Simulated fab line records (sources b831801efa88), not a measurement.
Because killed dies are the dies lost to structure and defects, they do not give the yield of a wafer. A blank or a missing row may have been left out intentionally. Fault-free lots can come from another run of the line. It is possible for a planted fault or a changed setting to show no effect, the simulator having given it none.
fab line records    flow sky130
record lots=5  wafers=15  last_day=50
route steps=708 shown FIELD_ISO@6 PAD_OPEN@708
lots untouched by any fault: they come from a run of this same line in which no faults occurred
start_h: start of the lot's first displayed wafer, in hours after the record's first day    wait_h: hours since the lot's step before    " repeats the value in the row above    L1.1+2: several wafers, shown together as one row    - no value present, or no start provided    * or withheld: withheld    < > ~ a bound
route shown NAME@n: a module of which the file shows steps, and the number in the route of the first    usual: mean/standard deviation of fault-free wafers    same: alike in all rows    chamber/n: place in a boat    sites: each site's reading    _std_site: standard deviation across them    _edge_site: mean of outer sites minus mean of inner sites    radius_mm: for every site, how far away it sits from the centre of the wafer    mask NAME#n: copy n    behind: the last tool/chamber to shape the wafer    hold: the reason the lot was held/the length of the hold in hours/how it ended    device: names the non-switching transistor (n, p or np)    end of line: tests run on the same wafers once the route is complete    where a step has no rows: the recipe by itself    killed: dies lost to structure and defects at the first sort, not the wafer's yield    map: a wafer's dies, marking killed ones x, the rest . and places with no die _
set.NAME: the setting the step ran with; set.NAME@STEP: the setting that earlier step ran with    model.NAME: the simulator's own value behind a step, which no gauge read
lots seen at some steps along the route; tables by step, rows by wafer
services: a tool's chamber out of use, with start hour (start_h, from the record's first day; less than 0 if before it), hours out, and reason
## steps
# step SKY_FIELD_ISO_DEHYDRATE_05
# recipe temp_c=200  time_s=60
# step SKY_FIELD_ISO_HMDS_06
# recipe prime_time_s=60  prime_temp_c=120
# step SKY_FIELD_ISO_COAT_07
# recipe resist=BARC  temp_c=withheld  time_s=withheld  spin_rpm=3000  resist_thk_nm=60
# step SKY_FIELD_ISO_COAT_08
# recipe resist=KrF-thick  spin_rpm=3000  resist_thk_nm=450
# step SKY_FIELD_ISO_SOFTBAKE_09
# recipe temp_c=100  time_s=90  resist=KrF-thick
# step SKY_FIELD_ISO_EXPOSE_10
# recipe mask_id=FOM  na=0.68  source_shape=annular  sigma_inner=0.4  sigma_outer=0.8  target_cd_nm=150  dose_mj=28
# step SKY_FIELD_ISO_PEB_11
# recipe peb_temp_c=withheld  peb_time_s=withheld  resist=KrF-thick
# step SKY_FIELD_ISO_DEVELOP_12
# recipe develop_time_s=60  resist=KrF-thick  dev_temp_c=21
# step SKY_FIELD_ISO_CD_MEAS_13
# recipe target_cd_nm=150
# usual cd_nm=149.8/1.6
lot.wafer  tool       chamber  start_h  wait_h  cd_nm
L299.4     cd_sem-01  -        40.18    -       150.8
L299.5     "          -        "        "       151.3
L299.6     "          -        "        "       151.6
L302.1     cd_sem-02  -        54.35    -       146.5
L302.2     "          -        "        "       147.3
L302.3     "          -        "        "       146.8
L307.2     cd_sem-01  -        80.57    -       151.6
L307.3     "          -        "        "       151.2
L307.5     "          -        "        "       149.8
L315.2     cd_sem-01  -        122.32   -       152.4
L315.3     "          -        "        "       151.8
L315.5     "          -        "        "       150.8
L317.1     cd_sem-02  -        132.70   -       149.0
L317.3     "          -        "        "       148.3
L317.4     "          -        "        "       148.7
# step SKY_FIELD_ISO_ETCH_14
# recipe chemistry=N2/H2  target=BARC  ion_energy_ev=200  source_w=500  bias_w=100  pressure_mtorr=30  n2_flow_sccm=100  h2_flow_sccm=200  stop_on=SiO2  time_s=45.9  target_depth_a=600
# usual drypump_motor_current_A=5.7/0.47  oes_product_au=0.854/0.0049  run_length_s=74.3/0.43  throttle_valve_pct=13.226/0.0089
lot.wafer  tool         chamber  start_h  wait_h  drypump_motor_current_A  oes_product_au  rf_hours_counter_h  run_length_s  throttle_valve_pct
L299.4     rie_diel-01  3        40.24    0.0     4.8                      0.853           4                   73.7          13.222
L299.5     "            1        "        "       6.1                      0.859           -                   73.9          13.235
L299.6     "            0        "        "       6.1                      0.854           -                   75.1          13.237
L302.1     rie_diel-03  2        54.47    0.1     6.2                      0.852           7                   73.6          13.233
L302.2     "            3        "        "       6.0                      0.861           2                   74.7          13.219
L302.3     "            0        "        "       6.2                      0.858           3                   74.5          13.231
L307.2     rie_diel-03  1        80.67    0.1     5.6                      0.849           163                 74.4          13.219
L307.3     "            3        "        "       6.0                      0.857           3                   74.7          13.210
L307.5     "            1        "        "       5.6                      0.859           -                   74.2          13.218
L315.2     rie_diel-01  3        122.42   0.1     4.8                      0.854           5                   74.0          13.230
L315.3     "            2        "        "       5.9                      0.860           2                   74.5          13.232
L315.5     "            0        "        "       6.1                      0.855           -                   74.7          13.232
L317.1     rie_diel-03  3        132.82   0.1     6.0                      0.855           5                   74.9          13.218
L317.3     "            2        "        "       6.2                      0.844           9                   73.3          13.221
L317.4     "            3        "        "       6.0                      0.855           -                   74.7          13.226
# step SKY_FIELD_ISO_ETCH_15
# recipe chemistry=CHF3/O2  target_depth_nm=180  stop_on=Si  source_w=600  bias_w=200  pressure_mtorr=40  chf3_flow_sccm=50  O2_flow_sccm=5  time_s=72
# usual chf3_flow_sccm=50.00/0.15  drypump_motor_current_A=5.7/0.47  oes_product_au=0.949/0.0074  run_length_s=100.3/0.42  throttle_valve_pct=8.844/0.0086
lot.wafer  tool         chamber  start_h  wait_h  chf3_flow_sccm  drypump_motor_current_A  oes_product_au  rf_hours_counter_h  run_length_s  throttle_valve_pct
L299.4     rie_diel-01  3        40.28    0.0     50.16           4.8                      0.950           4                   99.6          8.835
L299.5     "            1        "        "       50.29           6.1                      0.945           -                   100.3         8.834
L299.6     "            0        "        "       49.89           6.0                      0.947           -                   100.6         8.850
L302.1     rie_diel-03  2        54.51    0.0     50.07           6.2                      0.961           7                   99.5          8.847
L302.2     "            3        "        "       49.95           6.0                      0.955           2                   100.8         8.849
L302.3     "            0        "        "       49.70           6.2                      0.954           3                   100.9         8.839
L307.2     rie_diel-03  1        80.71    0.0     50.09           5.6                      0.957           163                 100.5         8.847
L307.3     "            3        "        "       50.03           6.0                      0.949           3                   100.9         8.841
L307.5     "            1        "        "       50.19           5.6                      0.949           -                   100.5         8.851
L315.2     rie_diel-01  3        122.46   0.0     50.02           4.8                      0.959           5                   99.5          8.847
L315.3     "            2        "        "       50.08           5.9                      0.952           2                   100.3         8.853
L315.5     "            0        "        "       49.99           6.0                      0.952           -                   100.7         8.846
L317.1     rie_diel-03  3        132.86   0.0     50.14           6.0                      0.949           5                   101.2         8.839
L317.3     "            2        "        "       49.94           6.2                      0.942           9                   99.6          8.858
L317.4     "            3        "        "       50.22           6.0                      0.943           -                   101.4         8.830
# step SKY_FIELD_ISO_STRIP_16
# recipe chemistry=O2/N2  power_w=1400  pressure_mtorr=1500  platen_temp_c=withheld  o2_flow_sccm=3000  n2_flow_sccm=300  overash_fraction=0.5
# usual drypump_motor_current_A=5.3/0.35  oes_product_au=0.378/0.0052  strip_time_to_endpoint_s=3.538/0.026
lot.wafer  tool             chamber  start_h  wait_h  drypump_motor_current_A  oes_product_au  rf_hours_counter_h  strip_time_to_endpoint_s
L299.4     plasma_asher-01  1        40.37    0.1     4.9                      0.383           -                   3.560
L299.5     "                1        "        "       4.9                      0.378           -                   3.558
L299.6     "                0        "        "       5.4                      0.380           -                   3.559
L302.1     plasma_asher-01  1        54.57    0.0     4.9                      0.382           24                  3.527
L302.2     "                0        "        "       5.4                      0.381           24                  3.556
L302.3     "                0        "        "       5.4                      0.374           -                   3.582
L307.2     plasma_asher-04  0        80.77    0.0     5.1                      0.368           40                  3.507
L307.3     "                1        "        "       5.4                      0.370           -                   3.526
L307.5     "                0        "        "       5.1                      0.372           -                   3.490
L315.2     plasma_asher-02  0        122.52   0.0     6.0                      0.366           42                  3.525
L315.3     "                1        "        "       5.4                      0.379           -                   3.497
L315.5     "                0        "        "       6.0                      0.377           -                   3.539
L317.1     plasma_asher-01  1        132.92   0.0     4.9                      0.373           32                  3.574
L317.3     "                1        "        "       4.9                      0.379           -                   3.591
L317.4     "                0        "        "       5.4                      0.382           -                   3.573
# step SKY_FIELD_ISO_ETCH_17
# recipe target_depth_a=3420  mask_material=Si3N4  chemistry=HBr/Cl2/O2  target=Si  taper_deg=5  icp_w=600  bias_w=150  pressure_mtorr=15  HBr_flow_sccm=150  Cl2_flow_sccm=40  O2_flow_sccm=6  time_s=97.7
# usual drypump_motor_current_A=5.8/0.57  oes_product_au=1.004/0.0092  run_length_s=125.7/0.4  throttle_valve_pct=25.653/0.011
lot.wafer  tool       chamber  start_h  wait_h  drypump_motor_current_A  oes_product_au  rf_hours_counter_h  run_length_s  throttle_valve_pct  model.FIELD_ISO.feature_depth_nm  model.etch.depth_nm
L299.4     rie_si-02  0        40.47    0.1     6.1                      1.002           -                   126.4         25.669              340                               340
L299.5     "          3        "        "       6.2                      1.007           -                   125.4         25.651              347.4                             347.4
L299.6     "          2        "        "       5.8                      1.003           -                   125.5         25.646              342.9                             342.9
L302.1     rie_si-02  0        54.67    0.1     6.1                      0.994           140                 126.2         25.667              339.1                             339.1
L302.2     "          3        "        "       6.2                      1.021           135                 125.5         25.653              351.5                             351.5
L302.3     "          1        "        "       5.3                      0.995           38                  125.8         25.657              338.5                             338.5
L307.2     rie_si-02  1        80.87    0.1     5.3                      1.006           38                  125.7         25.658              341.5                             341.5
L307.3     "          0        "        "       6.1                      1.007           141                 116.7         25.651              312.1                             312.1
L307.5     "          0        "        "       6.1                      1.001           -                   116.6         25.650              310.9                             310.9
L315.2     rie_si-01  0        122.62   0.1     6.0                      1.012           2                   125.3         25.650              348.9                             348.9
L315.3     "          2        "        "       6.6                      1.003           71                  126.1         25.651              342.5                             342.5
L315.5     "          3        "        "       4.9                      0.992           -                   125.8         25.663              339.4                             339.4
L317.1     rie_si-01  0        133.02   0.1     6.1                      1.020           2                   125.8         25.656              352.3                             352.3
L317.3     "          3        "        "       4.9                      1.000           50                  125.2         25.658              341.8                             341.8
L317.4     "          1        "        "       5.4                      1.020           42                  126.1         25.640              349.8                             349.8
# step SKY_FIELD_ISO_WET_ETCH_18
# recipe chemistry=H3PO4  target_depth_nm=25  temp_c=160  target=Si3N4  time_s=286
# step SKY_PAD_OPEN_PROBE_99
# usual killed_at_M0_to_M3=43/6.9  killed_at_M4_up=3.1/1.8  killed_at_contacts=24/5.1  killed_at_front_end=15/4.8  killed_at_other=0.3/0.48  killed_dies=86/8.9  killed_open=47/6.8  killed_short=39/6.3
# same gross_dies=492  killed_at_back_side=0
lot.wafer  tool       chamber  start_h  wait_h  killed_at_M0_to_M3  killed_at_M4_up  killed_at_contacts  killed_at_front_end  killed_at_other  killed_dies  killed_open  killed_short  model.etest.res_p_drift_20v.line_ohm_um  model.etest.res_p_drift_20v.rs_ohm_sq  model.etest.pfet_16v.r_on_ohm_um  model.etest.res_iso_pwell.rs_ohm_sq  model.etest.res_iso_pwell.line_ohm_um  model.etest.res_nwell.line_ohm_um  model.etest.res_nwell.rs_ohm_sq  model.etest.pfet_16v.drive_ua_um
L299.4     prober-02  -        1097.16  0.2     51                  2                19                  14                   0                86           48           38            1.071e+04                                9012                                   1.496e+04                         2926                                 1120                                   1100                               915.8                            247.8
L299.5     prober-02  -        1097.21  0.2     46                  5                26                  12                   0                89           55           34            1.127e+04                                9452                                   1.55e+04                          3148                                 1189                                   1119                               945.1                            241.7
L299.6     prober-02  -        1097.26  0.2     49                  7                29                  10                   0                95           56           39            1.089e+04                                9257                                   1.517e+04                         3042                                 1146                                   1116                               923.6                            245.5
L302.1     prober-02  -        1108.07  0.1     40                  5                23                  11                   2                81           35           46            1.151e+04                                9722                                   1.533e+04                         3090                                 1170                                   1085                               916.4                            242.5
L302.2     prober-02  -        1108.12  0.1     41                  6                22                  14                   0                83           44           39            1.247e+04                                1.046e+04                              1.577e+04                         3419                                 1293                                   1116                               949.6                            238.2
L302.3     prober-02  -        1108.17  0.2     46                  3                18                  10                   0                77           39           38            1.151e+04                                9763                                   1.52e+04                          3085                                 1178                                   1100                               918.8                            243.6
L307.2     prober-02  -        1136.82  0.1     39                  6                31                  21                   0                97           59           38            1.249e+04                                1.043e+04                              1.509e+04                         3111                                 1192                                   1122                               949.4                            248.1
L307.3     prober-02  -        1136.87  0.2     48                  2                25                  27                   1                103          50           52            1.028e+04                                8722                                   1.407e+04                         2536                                 977.3                                  1031                               873.8                            259.3
L307.5     prober-02  -        1136.97  0.2     41                  2                24                  15                   1                83           42           40            1.042e+04                                8788                                   1.422e+04                         2579                                 985.8                                  1043                               875.2                            256.6
L315.2     prober-02  -        1176.32  0.1     42                  4                24                  12                   0                82           41           41            1.205e+04                                1.026e+04                              1.558e+04                         3192                                 1219                                   1242                               1035                             240.6
L315.3     prober-02  -        1176.37  0.2     43                  1                30                  8                    0                82           45           36            1.166e+04                                9791                                   1.52e+04                          3023                                 1152                                   1205                               1010                             244.4
L315.5     prober-02  -        1176.47  0.2     46                  3                25                  7                    1                82           46           35            1.144e+04                                9664                                   1.509e+04                         3016                                 1123                                   1195                               1004                             245.7
L317.1     prober-02  -        1189.02  0.1     47                  3                20                  18                   0                88           42           46            1.203e+04                                1.002e+04                              1.553e+04                         3250                                 1224                                   1128                               962.1                            241.6
L317.3     prober-02  -        1189.12  0.2     58                  5                24                  13                   0                100          60           39            1.131e+04                                9297                                   1.492e+04                         3008                                 1127                                   1103                               924.1                            246.9
L317.4     prober-02  -        1189.17  0.2     42                  1                20                  18                   0                81           44           37            1.18e+04                                 9864                                   1.529e+04                         3183                                 1193                                   1126                               951.8                            244.2
# killed by level:class
L299.4 VIA1:geometric_particle:open=17 VIA3:geometric_particle:open=8 METAL2:geometric_particle:short=7 LI_CONTACT:geometric_particle:open=6 FIELD_ISO:geometric_particle:short=4 POLY_GATE:geometric_particle:open=4 LOCAL_INTERCONNECT:geometric_particle:short=4 CONTACT:geometric_particle:open=4
L299.5 CONTACT:geometric_particle:open=11 VIA3:geometric_particle:open=10 VIA1:geometric_particle:open=8 LI_CONTACT:geometric_particle:open=7 METAL1:geometric_particle:short=7 VIA2:geometric_particle:open=6 METAL4:geometric_particle:short=4 VIA1:geometric_particle:short=4
L299.6 VIA3:geometric_particle:open=10 VIA2:geometric_particle:open=9 LI_CONTACT:geometric_particle:open=8 VIA1:geometric_particle:open=8 CONTACT:geometric_particle:short=7 CONTACT:geometric_particle:open=7 METAL2:geometric_particle:short=5 METAL4:geometric_particle:short=5
L302.1 CONTACT:geometric_particle:open=8 METAL2:geometric_particle:short=7 VIA1:geometric_particle:open=7 METAL1:geometric_particle:short=6 VIA2:geometric_particle:open=6 METAL4:geometric_particle:short=5 LI_CONTACT:geometric_particle:open=5 FIELD_ISO:geometric_particle:short=4
L302.2 VIA1:geometric_particle:open=10 CONTACT:geometric_particle:open=6 METAL2:geometric_particle:short=6 VIA2:geometric_particle:open=6 FIELD_ISO:geometric_particle:open=5 LI_CONTACT:geometric_particle:short=5 LI_CONTACT:geometric_particle:open=5 LOCAL_INTERCONNECT:geometric_particle:short=4
L302.3 VIA1:geometric_particle:open=11 METAL1:geometric_particle:short=7 VIA1:geometric_particle:short=6 CONTACT:geometric_particle:open=5 FIELD_ISO:geometric_particle:open=5 LI_CONTACT:geometric_particle:open=5 CONTACT:geometric_particle:short=5 VIA3:geometric_particle:short=4
L307.2 VIA1:geometric_particle:open=10 LI_CONTACT:geometric_particle:open=9 CONTACT:geometric_particle:open=8 VIA2:geometric_particle:open=8 FIELD_ISO:geometric_particle:short=7 FIELD_ISO:geometric_particle:open=6 CONTACT:geometric_particle:short=6 METAL4:geometric_particle:short=6
L307.3 VIA1:geometric_particle:open=12 CONTACT:geometric_particle:open=11 VIA1:geometric_particle:short=10 VIA2:geometric_particle:open=8 FIELD_ISO:geometric_particle:short=6 METAL2:geometric_particle:short=6 FIELD_ISO:geometric_particle:open=5 POLY_GATE:geometric_particle:open=5
L307.5 LI_CONTACT:geometric_particle:open=8 LOCAL_INTERCONNECT:geometric_particle:short=7 VIA1:geometric_particle:open=6 FIELD_ISO:geometric_particle:open=5 VIA2:geometric_particle:open=5 CONTACT:geometric_particle:open=5 METAL1:geometric_particle:short=5 VIA2:geometric_particle:short=5
L315.2 CONTACT:geometric_particle:open=9 VIA1:geometric_particle:open=7 VIA1:geometric_particle:short=7 VIA2:geometric_particle:open=7 METAL1:geometric_particle:short=6 LI_CONTACT:geometric_particle:open=5 CONTACT:geometric_particle:short=4 VIA3:geometric_particle:short=4
L315.3 VIA1:geometric_particle:open=11 CONTACT:geometric_particle:open=10 CONTACT:geometric_particle:short=7 LI_CONTACT:geometric_particle:open=6 VIA1:geometric_particle:short=6 VIA3:geometric_particle:open=4 LI_CONTACT:geometric_particle:short=4 METAL2:geometric_particle:open=4
L315.5 CONTACT:geometric_particle:open=12 VIA1:geometric_particle:open=9 VIA1:geometric_particle:short=8 VIA2:geometric_particle:open=5 LI_CONTACT:geometric_particle:open=4 METAL3:geometric_particle:short=4 VIA3:geometric_particle:open=4 POLY_GATE:geometric_particle:open=3
L317.1 VIA1:geometric_particle:open=8 CONTACT:geometric_particle:open=8 FIELD_ISO:geometric_particle:short=7 VIA2:geometric_particle:open=6 METAL1:geometric_particle:short=6 VIA3:geometric_particle:open=6 VIA1:geometric_particle:short=5 FIELD_ISO:geometric_particle:open=4
L317.3 VIA1:geometric_particle:open=15 CONTACT:geometric_particle:open=12 METAL1:geometric_particle:short=10 VIA3:geometric_particle:open=6 LI_CONTACT:geometric_particle:open=5 METAL2:geometric_particle:short=5 VIA2:geometric_particle:open=5 FIELD_ISO:geometric_particle:open=4
L317.4 VIA1:geometric_particle:open=11 LOCAL_INTERCONNECT:geometric_particle:short=7 VIA2:geometric_particle:open=7 VIA3:geometric_particle:open=5 LI_CONTACT:geometric_particle:open=5 FIELD_ISO:geometric_particle:short=4 POLY_GATE:geometric_particle:short=4 CONTACT:geometric_particle:open=4
## services
tool             chamber  start_h  hours  kind
plasma_asher-02  -        34.70    21.0   repair
rie_si-02        1        37.04    3.5    repair
plasma_asher-02  -        53.65    0.9    repair
rie_diel-03      0        57.49    19.6   repair
rie_diel-03      1        57.69    11.8   repair
rie_si-01        1        79.73    25.2   repair
plasma_asher-01  -        95.98    4.3    pm
rie_si-01        0        99.25    7.4    repair
rie_diel-03      1        108.95   -      clean
rie_diel-03      1        108.95   27.8   scheduled_down
rie_diel-03      1        108.95   27.8   vent_cycle
plasma_asher-04  -        109.11   1.8    repair
rie_si-02        -        110.72   0.4    repair
rie_diel-01      2        113.32   1.6    repair
rie_si-01        -        113.82   0.7    repair
rie_si-02        0        121.25   -      clean
rie_si-02        0        121.25   13.9   scheduled_down
rie_si-02        0        121.25   13.9   vent_cycle
plasma_asher-02  -        131.99   4.3    repair
## key
first_sign step=SKY_FIELD_ISO_ETCH_17  reading=run_length_s  direction=down  sigmas=23  usual=*  struck=*
effect none on later readings
model_effect step=SKY_FIELD_ISO_ETCH_17  value=FIELD_ISO.feature_depth_nm  without=344.9  struck=311.5
model_effect step=SKY_PAD_OPEN_PROBE_99  value=etest.res_p_drift_20v.line_ohm_um  without=1.269e+04  struck=1.035e+04
met_at SKY_FIELD_ISO_ETCH_17
struck_wafers L307.3,L307.5
tester_left_out L307
onset_between 54.67 80.87
fault kind=process_parameter_drift  tool=rie_si-02  chamber=0  onset_h=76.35  steps=SKY_FIELD_ISO_ETCH_17  channel=time_s  offset=*  shape=step  end_h=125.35  acts_in=*  stated=*
# tester_left_out: of these lots the tester's yield and bins aren't shown, on N5 and GAA mostly nor the transistor test; their killed dies are dies lost to structure and defects alone, not to doping, threshold or leakage, so they don't give the yield
